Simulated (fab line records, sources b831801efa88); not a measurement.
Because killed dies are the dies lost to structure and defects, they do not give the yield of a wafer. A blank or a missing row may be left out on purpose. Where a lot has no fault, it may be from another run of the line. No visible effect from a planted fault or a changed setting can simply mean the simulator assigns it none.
fab line records	flow sky130
record lots=6	wafers=18	last-day=50
route steps=708 shown SONOS_ONO@173 PAD_OPEN@708
lots that met no fault: taken from a fault-free run of the same line
start-h: start of the lot's first displayed wafer, in hours after the record's first day	wait-h: time in hours since the lot's previous step	" as in the row above	L1.1+2: one row covering several wafers at once	- no value present, or no start provided	* or withheld: withheld	< > ~ a bound
route shown NAME@n: a module of which the file shows steps, and the number in the route of the first	usual: mean and standard deviation over wafers with no fault	same: alike in all rows	chamber/n: place in a boat	sites: per-site readings	_std_site: how widely they spread, as a standard deviation	_edge_site: the outer-site mean with the inner-site mean subtracted	radius-mm: how far each site lies from the wafer's centre	mask NAME#n: copy n	behind: the tool/chamber that last shaped the wafer	hold: the reason the lot was held/the length of the hold in hours/how it ended	device: transistor that didn't switch, given as n, p or np	end of line: the route-end tests of the same wafers	for a step that has no rows: nothing shown but its recipe	killed: count of dies lost to structure and defects at first sort (not the wafer's yield)	map: dies across one wafer; x = killed, . = not, _ = none there
set.NAME: setting as actually run; set.NAME@STEP: the setting as run at that earlier step	model.NAME: the simulator's own value behind a step, which no gauge read
lots at some steps of the route; a table a step, a row a wafer
services: when a tool's chamber went out of use (start-h, in hours from the record's first day, below 0 if earlier), for how many hours, and the reason
## steps
# step SKY_SONOS_ONO_THK_MEAS_05
# recipe reads=SiO2_of_SONOS_ONO_CVD_04
# usual SONOS_ONO_CVD_04_THK=5.71/0.11
lot.wafer	tool	chamber	start-h	wait-h	SONOS_ONO_CVD_04_THK[nm]
L123.1	film-metro-03	-	303.76	0.0	5.69
L123.3	"	-	"	"	5.59
L123.6	"	-	"	"	5.62
L130.1	film-metro-02	-	363.20	0.0	5.68
L130.3	"	-	"	"	5.63
L130.5	"	-	"	"	5.74
L131.1	film-metro-02	-	365.61	0.0	5.73
L131.2	"	-	"	"	5.65
L131.5	"	-	"	"	5.72
L135.1	film-metro-01	-	403.04	0.0	5.63
L135.4	"	-	"	"	5.72
L135.5	"	-	"	"	5.76
L138.1	film-metro-03	-	418.57	0.0	5.93
L138.3	"	-	"	"	5.89
L138.6	"	-	"	"	5.90
L139.3	film-metro-03	-	427.84	0.0	5.75
L139.5	"	-	"	"	5.79
L139.6	"	-	"	"	5.79
# step SKY_SONOS_ONO_DEHYDRATE_06
# recipe temp-c=200	time-s=60
# step SKY_SONOS_ONO_HMDS_07
# recipe prime-time-s=60	prime-temp-c=120
# step SKY_SONOS_ONO_COAT_08
# recipe resist=NOVOLAK	spin-rpm=3000	resist-thk-nm=1140
# step SKY_SONOS_ONO_SOFTBAKE_09
# recipe temp-c=90	time-s=60	resist=NOVOLAK
# step SKY_SONOS_ONO_EXPOSE_10
# recipe mask-id=ONOM	target-cd-nm=410	na=0.6	source-shape=conventional	sigma-outer=0.6	dose-mj=150
# step SKY_SONOS_ONO_PEB_11
# recipe temp-c=withheld	time-s=*	resist=NOVOLAK
# step SKY_SONOS_ONO_DEVELOP_12
# recipe develop-time-s=60	dev-temp-c=23
# step SKY_SONOS_ONO_CD_MEAS_13
# recipe target-cd-nm=410
# usual cd-nm=409.9/2.4
lot.wafer	tool	chamber	start-h	wait-h	cd-nm
L123.1	cd-sem-02	-	330.05	0.1	408.6
L123.3	"	-	"	"	408.3
L123.6	"	-	"	"	410.0
L130.1	cd-sem-02	-	390.60	0.1	407.1
L130.3	"	-	"	"	409.3
L130.5	"	-	"	"	407.6
L131.1	cd-sem-02	-	392.81	0.1	409.8
L131.2	"	-	"	"	409.8
L131.5	"	-	"	"	409.1
L135.1	cd-sem-01	-	432.31	0.1	410.4
L135.4	"	-	"	"	411.0
L135.5	"	-	"	"	411.9
L138.1	cd-sem-02	-	449.40	0.1	412.6
L138.3	"	-	"	"	413.6
L138.6	"	-	"	"	412.9
L139.3	cd-sem-02	-	458.40	0.1	409.3
L139.5	"	-	"	"	409.1
L139.6	"	-	"	"	406.7
# step SKY_SONOS_ONO_OVL_MEAS_14
# usual SONOS_ONO_OVL=0.2/1.2
lot.wafer	tool	chamber	start-h	wait-h	SONOS_ONO_OVL[nm]
L123.1	overlay-01	-	330.17	0.1	0.6
L123.3	"	-	"	"	0.4
L123.6	"	-	"	"	1.2
L130.1	overlay-01	-	390.72	0.1	0.3
L130.3	"	-	"	"	-1.4
L130.5	"	-	"	"	-2.3
L131.1	overlay-01	-	392.93	0.1	-0.4
L131.2	"	-	"	"	-0.7
L131.5	"	-	"	"	0.7
L135.1	overlay-01	-	432.43	0.1	1.3
L135.4	"	-	"	"	0.4
L135.5	"	-	"	"	0.2
L138.1	overlay-01	-	449.52	0.1	-1.8
L138.3	"	-	"	"	0.1
L138.6	"	-	"	"	-0.4
L139.3	overlay-01	-	458.49	0.1	-1.5
L139.5	"	-	"	"	-1.1
L139.6	"	-	"	"	-2.2
# step SKY_SONOS_ONO_ETCH_15
# recipe target-depth-nm=19.52	chemistry=CHF3/O2	source-w=609.2	bias-w=200	pressure-mtorr=40	chf3-flow-sccm=50	O2_flow_sccm=5	time-s=7.8
# usual drypump-motor-current-A=5.7/0.41	oes-product-au=1.009/0.011	throttle-valve-pct=8.828/0.0086
lot.wafer	tool	chamber	start-h	wait-h	drypump-motor-current-A	oes-product-au	rf-hours-counter-h	throttle-valve-pct
L123.1	rie-diel-02	3	330.20	0.0	5.6	1.005	122	8.827
L123.3	"	1	"	"	5.4	1.007	2	8.848
L123.6	"	1	"	"	5.4	0.994	-	8.838
L130.1	rie-diel-03	2	390.75	0.0	6.3	0.993	8	8.822
L130.3	"	3	"	"	6.6	1.023	2	8.842
L130.5	"	1	"	"	5.5	1.025	-	8.827
L131.1	rie-diel-02	1	392.97	0.0	5.4	0.996	3	8.824
L131.2	"	3	"	"	5.6	1.020	0	8.831
L131.5	"	3	"	"	5.6	1.028	-	8.833
L135.1	rie-diel-02	0	432.47	0.0	6.0	1.006	41	8.830
L135.4	"	1	"	"	5.4	0.997	-	8.832
L135.5	"	3	"	"	5.6	1.036	-	8.833
L138.1	rie-diel-03	0	449.55	0.0	5.9	1.014	65	8.823
L138.3	"	3	"	"	6.6	1.029	3	8.838
L138.6	"	0	"	"	5.9	1.017	-	8.836
L139.3	rie-diel-02	2	458.52	0.0	5.1	1.018	0	8.820
L139.5	"	2	"	"	5.1	1.008	-	8.816
L139.6	"	3	"	"	5.6	1.024	-	8.834
# step SKY_SONOS_ONO_WET_ETCH_16
# recipe chemistry=dHF	target-depth-nm=14	dry=n2-spin	target=SiO2	dilution=100:1	temp-c=25	time-s=280
# step SKY_SONOS_ONO_STRIP_17
# recipe chemistry=O2/N2	power-w=1400	pressure-mtorr=1500	platen-temp-c=withheld	o2-flow-sccm=3000	n2-flow-sccm=300	overash-fraction=0.5
# usual chamber-pressure-mTorr=1499.9/1.4	drypump-motor-current-A=6.0/0.38	oes-product-au=0.710/0.0045	strip-time-to-endpoint-s=14.10/0.041
lot.wafer	tool	chamber	start-h	wait-h	chamber-pressure-mTorr	drypump-motor-current-A	oes-product-au	rf-hours-counter-h	strip-time-to-endpoint-s	model.NOVOLAK_of_SONOS_ONO_COAT_08.thk-nm
L123.1	plasma-asher-01	0	330.31	0.0	1498.9	6.7	0.704	22	14.09	0
L123.3	"	0	"	"	1499.7	6.7	0.710	-	14.07	0
L123.6	"	0	"	"	1497.5	6.7	0.711	-	14.10	0
L130.1	plasma-asher-02	0	390.88	0.0	-	-	-	-	-	1121
L130.3	"	1	"	"	-	-	-	-	-	1120
L130.5	"	1	"	"	-	-	-	-	-	1120
L131.1	plasma-asher-02	1	393.19	0.0	-	-	-	-	-	1124
L131.2	"	0	"	"	-	-	-	-	-	1121
L131.5	"	0	"	"	-	-	-	-	-	1122
L135.1	plasma-asher-02	1	432.58	0.0	1499.7	5.7	0.713	0	14.14	0
L135.4	"	0	"	"	1498.7	6.1	0.721	-	14.09	0
L135.5	"	1	"	"	1500.2	5.7	0.707	-	14.11	0
L138.1	plasma-asher-02	1	449.66	0.0	1499.8	5.6	0.707	2	14.16	0
L138.3	"	0	"	"	1502.0	6.1	0.717	-	14.16	0
L138.6	"	1	"	"	1496.6	5.6	0.706	-	14.16	0
L139.3	plasma-asher-02	1	458.66	0.0	1499.8	5.7	0.716	-	14.14	0
L139.5	"	1	"	"	1500.3	5.6	0.704	-	14.10	0
L139.6	"	0	"	"	1499.6	6.1	0.713	-	14.08	0
# step SKY_SONOS_ONO_WET_ETCH_18
# recipe chemistry=H3PO4	target-depth-nm=15	target=Si3N4	temp-c=160	time-s=172
# step SKY_PAD_OPEN_PROBE_99
# usual killed_at_M0_to_M3=44/7.2	killed_at_M4_up=3.1/1.8	killed-at-contacts=25/5.2	killed-at-front-end=15/3.9	killed-at-other=0.2/0.5	killed-dies=86/9.5	killed-on-rim=17/3.5	killed-open=47/7.3	killed-short=40/6
# same gross-dies=492	killed-at-back-side=0
lot.wafer	tool	chamber	start-h	wait-h	killed_at_M0_to_M3	killed_at_M4_up	killed-at-contacts	killed-at-front-end	killed-at-other	killed-dies	killed-on-rim	killed-open	killed-short
L123.1	prober-02	-	1118.77	0.1	41	2	15	16	1	75	13	42	33
L123.3	prober-02	-	1118.87	0.2	39	5	19	17	0	80	11	40	40
L123.6	prober-02	-	1119.02	0.2	39	1	21	13	0	74	18	44	30
L130.1	prober-02	-	1157.47	0.1	39	4	18	431	0	492	96	42	31
L130.3	prober-02	-	1157.57	0.2	51	5	30	406	0	492	96	64	38
L130.5	prober-02	-	1157.67	0.2	38	2	20	432	0	492	96	42	32
L131.1	prober-01	-	1157.89	0.1	58	1	32	400	1	492	96	63	41
L131.2	prober-01	-	1157.94	0.1	43	4	31	414	0	492	96	53	44
L131.5	prober-01	-	1158.09	0.2	52	1	27	412	0	492	96	59	39
L135.1	prober-01	-	1178.12	0.1	44	0	31	12	0	87	11	53	34
L135.4	prober-01	-	1178.27	0.2	46	1	17	17	0	81	18	46	35
L135.5	prober-01	-	1178.32	0.2	41	3	30	14	1	89	23	51	38
L138.1	prober-01	-	1184.06	0.1	52	1	16	15	0	84	12	49	35
L138.3	prober-01	-	1184.16	0.2	42	2	26	13	0	83	13	51	32
L138.6	prober-01	-	1184.31	0.2	48	2	31	16	0	97	21	49	48
L139.3	prober-01	-	1193.67	0.2	36	4	24	14	0	78	19	43	35
L139.5	prober-01	-	1193.77	0.2	37	2	19	18	0	76	14	45	31
L139.6	prober-01	-	1193.82	0.2	56	8	16	16	0	96	19	44	52
# killed by level:class
L123.1 FIELD_ISO:geometric-particle:open=7 LI_CONTACT:geometric-particle:open=6 VIA1:geometric-particle:short=6 VIA1:geometric-particle:open=6 VIA2:geometric-particle:open=6 CONTACT:geometric-particle:open=5 METAL2:geometric-particle:short=5 VIA3:geometric-particle:open=5
L123.3 VIA1:geometric-particle:open=11 CONTACT:geometric-particle:open=8 VIA2:geometric-particle:open=8 FIELD_ISO:geometric-particle:short=5 LI_CONTACT:geometric-particle:open=5 VIA1:geometric-particle:short=5 METAL3:geometric-particle:short=4 METAL1:geometric-particle:short=4
L123.6 VIA3:geometric-particle:open=8 VIA1:geometric-particle:open=7 LI_CONTACT:geometric-particle:open=6 LOCAL_INTERCONNECT:geometric-particle:short=6 CONTACT:geometric-particle:short=5 METAL1:geometric-particle:short=5 FIELD_ISO:geometric-particle:open=4 CONTACT:geometric-particle:open=4
L130.1 GATE_OXIDE:area-oxidation=419 VIA1:geometric-particle:open=11 CONTACT:geometric-particle:open=7 METAL2:geometric-particle:short=7 VIA3:geometric-particle:open=6 LI_CONTACT:geometric-particle:open=5 VIA1:geometric-particle:short=5 LOCAL_INTERCONNECT:geometric-particle:short=4
L130.3 GATE_OXIDE:area-oxidation=390 VIA3:geometric-particle:open=12 CONTACT:geometric-particle:open=11 VIA1:geometric-particle:open=9 CONTACT:geometric-particle:short=7 VIA2:geometric-particle:open=7 LI_CONTACT:geometric-particle:open=6 METAL2:geometric-particle:short=6
L130.5 GATE_OXIDE:area-oxidation=418 LI_CONTACT:geometric-particle:open=8 VIA2:geometric-particle:open=8 VIA1:geometric-particle:open=7 VIA3:geometric-particle:open=7 METAL2:geometric-particle:short=5 LOCAL_INTERCONNECT:geometric-particle:short=4 CONTACT:geometric-particle:short=4
L131.1 GATE_OXIDE:area-oxidation=388 VIA1:geometric-particle:open=18 LI_CONTACT:geometric-particle:open=10 VIA3:geometric-particle:open=10 CONTACT:geometric-particle:open=9 CONTACT:geometric-particle:short=7 VIA2:geometric-particle:short=7 LOCAL_INTERCONNECT:geometric-particle:short=5
L131.2 GATE_OXIDE:area-oxidation=395 VIA1:geometric-particle:open=11 CONTACT:geometric-particle:open=10 LI_CONTACT:geometric-particle:open=9 VIA2:geometric-particle:open=8 METAL1:geometric-particle:short=7 FIELD_ISO:geometric-particle:open=6 LOCAL_INTERCONNECT:geometric-particle:short=5
L131.5 GATE_OXIDE:area-oxidation=394 VIA1:geometric-particle:open=19 CONTACT:geometric-particle:open=8 CONTACT:geometric-particle:short=6 LI_CONTACT:geometric-particle:open=6 VIA3:geometric-particle:open=6 METAL1:geometric-particle:short=6 VIA1:geometric-particle:short=6
L135.1 VIA2:geometric-particle:open=10 CONTACT:geometric-particle:open=10 VIA1:geometric-particle:open=10 LOCAL_INTERCONNECT:geometric-particle:short=8 METAL1:geometric-particle:short=8 FIELD_ISO:geometric-particle:open=6 LI_CONTACT:geometric-particle:open=6 CONTACT:geometric-particle:short=4
L135.4 LI_CONTACT:geometric-particle:open=8 VIA2:geometric-particle:open=6 VIA1:geometric-particle:open=6 VIA1:geometric-particle:short=6 VIA3:geometric-particle:open=6 POLY_GATE:geometric-particle:short=5 METAL2:geometric-particle:short=4 CONTACT:geometric-particle:open=4
L135.5 VIA1:geometric-particle:open=13 CONTACT:geometric-particle:open=12 METAL1:geometric-particle:short=10 LI_CONTACT:geometric-particle:open=6 LOCAL_INTERCONNECT:geometric-particle:short=6 POLY_GATE:geometric-particle:short=4 METAL2:geometric-particle:short=4 VIA2:geometric-particle:open=4
L138.1 VIA3:geometric-particle:open=10 METAL2:geometric-particle:short=9 VIA1:geometric-particle:open=9 VIA1:geometric-particle:short=7 VIA2:geometric-particle:open=6 CONTACT:geometric-particle:open=6 SPACER:geometric-particle:open=4 LI_CONTACT:geometric-particle:open=4
L138.3 VIA1:geometric-particle:open=12 LI_CONTACT:geometric-particle:open=9 CONTACT:geometric-particle:open=8 VIA3:geometric-particle:open=7 VIA1:geometric-particle:short=6 METAL2:geometric-particle:short=6 LOCAL_INTERCONNECT:geometric-particle:short=4 CONTACT:geometric-particle:short=4
L138.6 LI_CONTACT:geometric-particle:open=10 VIA1:geometric-particle:open=10 VIA3:geometric-particle:open=9 LOCAL_INTERCONNECT:geometric-particle:short=8 CONTACT:geometric-particle:open=7 METAL1:geometric-particle:short=6 FIELD_ISO:geometric-particle:short=5 POLY_GATE:geometric-particle:short=5
L139.3 VIA1:geometric-particle:open=13 CONTACT:geometric-particle:open=8 LI_CONTACT:geometric-particle:open=6 METAL1:geometric-particle:short=6 CONTACT:geometric-particle:short=6 FIELD_ISO:geometric-particle:short=5 POLY_GATE:geometric-particle:open=3 METAL2:geometric-particle:short=3
L139.5 VIA1:geometric-particle:open=12 FIELD_ISO:geometric-particle:short=7 VIA3:geometric-particle:open=6 VIA2:geometric-particle:open=5 LI_CONTACT:geometric-particle:open=5 CONTACT:geometric-particle:open=5 LOCAL_INTERCONNECT:geometric-particle:short=4 POLY_GATE:geometric-particle:open=3
L139.6 METAL2:geometric-particle:short=12 VIA1:geometric-particle:open=11 METAL1:geometric-particle:short=7 CONTACT:geometric-particle:open=7 METAL4:geometric-particle:short=7 FIELD_ISO:geometric-particle:short=5 VIA3:geometric-particle:open=5 VIA2:geometric-particle:open=5
# map L130.1 (x killed, . not)
__________xxxxxxxxxx_________
________xxxxxxxxxxxxxx_______
______xxxxxxxxxxxxxxxxxx_____
_____xxxxxxxxxxxxxxxxxxxx____
____xxxxxxxxxxxxxxxxxxxxxx___
___xxxxxxxxxxxxxxxxxxxxxxxx__
__xxxxxxxxxxxxxxxxxxxxxxxxxx_
_xxxxxxxxxxxxxxxxxxxxxxxxxxxx
_xxxxxxxxxxxxxxxxxxxxxxxxxxxx
_xxxxxxxxxxxxxxxxxxxxxxxxxxxx
_xxxxxxxxxxxxxxxxxxxxxxxxxxxx
_xxxxxxxxxxxxxxxxxxxxxxxxxxxx
_xxxxxxxxxxxxxxxxxxxxxxxxxxxx
_xxxxxxxxxxxxxxxxxxxxxxxxxxxx
_xxxxxxxxxxxxxxxxxxxxxxxxxxxx
__xxxxxxxxxxxxxxxxxxxxxxxxxx_
___xxxxxxxxxxxxxxxxxxxxxxxx__
____xxxxxxxxxxxxxxxxxxxxxx___
_____xxxxxxxxxxxxxxxxxxxx____
______xxxxxxxxxxxxxxxxxx_____
________xxxxxxxxxxxxxx_______
__________xxxxxxxxxx_________
# map L131.1 (x killed, . not)
__________xxxxxxxxxx_________
________xxxxxxxxxxxxxx_______
______xxxxxxxxxxxxxxxxxx_____
_____xxxxxxxxxxxxxxxxxxxx____
____xxxxxxxxxxxxxxxxxxxxxx___
___xxxxxxxxxxxxxxxxxxxxxxxx__
__xxxxxxxxxxxxxxxxxxxxxxxxxx_
_xxxxxxxxxxxxxxxxxxxxxxxxxxxx
_xxxxxxxxxxxxxxxxxxxxxxxxxxxx
_xxxxxxxxxxxxxxxxxxxxxxxxxxxx
_xxxxxxxxxxxxxxxxxxxxxxxxxxxx
_xxxxxxxxxxxxxxxxxxxxxxxxxxxx
_xxxxxxxxxxxxxxxxxxxxxxxxxxxx
_xxxxxxxxxxxxxxxxxxxxxxxxxxxx
_xxxxxxxxxxxxxxxxxxxxxxxxxxxx
__xxxxxxxxxxxxxxxxxxxxxxxxxx_
___xxxxxxxxxxxxxxxxxxxxxxxx__
____xxxxxxxxxxxxxxxxxxxxxx___
_____xxxxxxxxxxxxxxxxxxxx____
______xxxxxxxxxxxxxxxxxx_____
________xxxxxxxxxxxxxx_______
__________xxxxxxxxxx_________
## services
tool	chamber	start-h	hours	kind
rie-diel-02	3	348.63	7.2	repair
rie-diel-02	3	355.80	-	clean
rie-diel-02	3	355.80	17.1	scheduled-down
rie-diel-02	3	355.80	17.1	vent-cycle
plasma-asher-01	-	368.21	1.4	repair
rie-diel-03	1	397.13	6.2	repair
rie-diel-03	2	399.75	3.9	repair
rie-diel-02	2	416.51	-	clean
rie-diel-02	2	416.51	27.7	scheduled-down
rie-diel-02	2	416.51	27.7	vent-cycle
plasma-asher-02	-	421.25	9.0	pm
plasma-asher-02	0	421.25	9.0	vent-cycle
plasma-asher-02	1	421.25	9.0	vent-cycle
plasma-asher-02	0	430.25	-	clean
plasma-asher-02	1	430.25	-	clean
plasma-asher-01	-	433.46	1.7	repair
## key
first-sign step=SKY_SONOS_ONO_STRIP_17	reading=tool-record	direction=missing
effect step=SKY_PAD_OPEN_PROBE_99	reading=killed-at-front-end	direction=up	sigmas=99+	usual=15	struck=416
model-effect step=SKY_SONOS_ONO_STRIP_17	value=NOVOLAK_of_SONOS_ONO_COAT_08.thk-nm	without=0	struck=1121
more-kills-born-at SKY_GATE_OXIDE_OXIDATION_01@furnace-01=2404
met-at SKY_SONOS_ONO_STRIP_17
struck-wafers L130.1,L130.3,L130.5,L131.1,L131.2,L131.5
later-rows-left-out L130.1,L130.3,L130.5,L131.1,L131.2,L131.5
tester-left-out L130,L131
fault kind=skipped-step-whole	tool=plasma-asher-02	chamber=-	onset-h=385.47	steps=SKY_SONOS_ONO_STRIP_17	scope=struck-lots-only
# tester-left-out: of these lots the tester's yield and bins aren't shown, on N5 and GAA mostly nor the transistor test; their killed dies are dies lost to structure and defects alone, not to doping, threshold or leakage, so they don't give the yield
# later-rows-left-out: the simulator's readings of these wafers behind a module that went badly wrong aren't trusted and aren't shown, but for the sort
